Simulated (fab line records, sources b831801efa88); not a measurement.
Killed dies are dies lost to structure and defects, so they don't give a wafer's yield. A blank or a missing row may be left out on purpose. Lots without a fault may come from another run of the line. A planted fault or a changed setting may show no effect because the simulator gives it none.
Chamber matching | flow gf180mcu | GF_V4_CMP_26 on cmp-01: 4 sister chambers
The step polishes, stops on SiO2, t overpolish 15 s, target thk 0 nm. 14 wafers are shown with their chamber, then 7 later ones without.

WAFERS WITH THEIR CHAMBER
wafer  | chamber | motor_current_A (A) | overpolish_run_s (s) | time_to_endpoint_s (s)
L957.1 | 1       | 10.2                | 15.003               | 83.6
L957.3 | 0       | 10.0                | 15.010               | 83.2
L957.4 | 2       | 11.7                | 14.995               | 87.0
L963.2 | 1       | 11.0                | 15.014               | 82.4
L963.4 | 0       | 10.0                | 15.005               | 86.2
L963.6 | 2       | 11.2                | 15.010               | 83.3
L964.2 | 1       | 10.9                | 14.994               | 84.6
L964.3 | 3       | 10.4                | 14.994               | 83.6
L964.6 | 0       | 10.5                | 15.004               | 83.5
L965.1 | 3       | 10.5                | 14.996               | 83.1
L965.3 | 2       | 11.9                | 14.989               | 84.3
L965.6 | 1       | 11.0                | 15.000               | 83.8
L966.1 | 0       | 10.2                | 14.999               | 83.0
L966.4 | 2       | 11.3                | 14.990               | 86.8

SIGNATURES (means of the wafers above)
reading            | chamber 0 | chamber 1 | chamber 2 | chamber 3 | scatter within a chamber
motor_current_A    | 10.175    | 10.775    | 11.525    | 10.450    | 0.308
overpolish_run_s   | 15.00450  | 15.00275  | 14.99600  | 14.99500  | 0.00745
time_to_endpoint_s | 83.975    | 83.600    | 85.350    | 83.350    | 1.4
Rule: a wafer's distance from a chamber is the root of the sum, over the readings, of the square of ((its reading less the chamber's mean) divided by the reading's scatter). The wafer belongs to the nearest chamber; if the next one is less than 2 further off, it can't be placed. The scatter: the root of (the sum of the squares of (reading less its chamber's mean) over the shown wafers, divided by (wafers less chambers)).

WAFERS WITHOUT THEIR CHAMBER
wafer  | motor_current_A (A) | overpolish_run_s (s) | time_to_endpoint_s (s)
L966.5 | 10.6                | 14.999               | 80.1
L968.2 | 11.7                | 15.006               | 88.4
L968.3 | 10.5                | 15.003               | 85.5
L968.5 | 11.9                | 14.992               | 86.1
L972.1 | 10.4                | 14.989               | 82.6
L972.2 | 11.3                | 15.001               | 84.6
L972.6 | 10.3                | 15.006               | 79.1

WHICH CHAMBER EACH WENT THROUGH
wafer  | from the rows above               | in truth
L966.5 | can't be placed: 3 or 1 or 0      | 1
L968.2 | can't be placed: 2 or 1           | 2
L968.3 | can't be placed: 0 or 1 or 3 or 2 | 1
L968.5 | 2                                 | 2
L972.1 | can't be placed: 3 or 1 or 0      | 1
L972.2 | can't be placed: 2 or 1 or 3      | 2
L972.6 | can't be placed: 3 or 0 or 1      | 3
Placed correctly: 1 of 7. Can't be placed from these rows: 6 (the true chamber is among the candidates in 6). Placed wrongly: 0.
